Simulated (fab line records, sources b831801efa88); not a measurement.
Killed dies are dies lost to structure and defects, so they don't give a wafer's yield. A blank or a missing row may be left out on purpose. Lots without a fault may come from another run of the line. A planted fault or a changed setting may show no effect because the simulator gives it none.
Chamber matching | flow sky130 | SKY_CONTACT_CVD_00 on pecvd-03: 3 sister chambers
The step deposits Si3N4, target thk 75 nm. 15 wafers are shown with their chamber, then 7 later ones without.

WAFERS WITH THEIR CHAMBER
wafer  | chamber | heater_power_w (W)
L406.1 | 0       | 716
L406.3 | 2       | 787
L406.5 | 2       | 872
L415.2 | 0       | 789
L415.3 | 1       | 670
L415.5 | 2       | 817
L416.1 | 2       | 776
L416.2 | 1       | 729
L416.4 | 2       | 790
L417.2 | 2       | 811
L417.4 | 0       | 677
L419.2 | 1       | 669
L419.4 | 2       | 758
L425.1 | 0       | 745
L425.4 | 1       | 749

SIGNATURES (means of the wafers above)
reading        | chamber 0 | chamber 1 | chamber 2 | scatter within a chamber
heater_power_w | 731.75    | 704.25    | 801.57    | 40.7
Rule: a wafer's distance from a chamber is the root of the sum, over the readings, of the square of ((its reading less the chamber's mean) divided by the reading's scatter). The wafer belongs to the nearest chamber; if the next one is less than 2 further off, it can't be placed. The scatter: the root of (the sum of the squares of (reading less its chamber's mean) over the shown wafers, divided by (wafers less chambers)).

WAFERS WITHOUT THEIR CHAMBER
wafer  | heater_power_w (W)
L425.6 | 697
L428.2 | 732
L428.3 | 750
L428.6 | 747
L429.1 | 687
L429.2 | 822
L429.3 | 757

WHICH CHAMBER EACH WENT THROUGH
wafer  | from the rows above          | in truth
L425.6 | can't be placed: 1 or 0      | 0
L428.2 | can't be placed: 0 or 1 or 2 | 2
L428.3 | can't be placed: 0 or 1 or 2 | 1
L428.6 | can't be placed: 0 or 1 or 2 | 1
L429.1 | can't be placed: 1 or 0      | 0
L429.2 | can't be placed: 2 or 0      | 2
L429.3 | can't be placed: 0 or 2 or 1 | 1
Placed correctly: 0 of 7. Can't be placed from these rows: 7 (the true chamber is among the candidates in 7). Placed wrongly: 0.
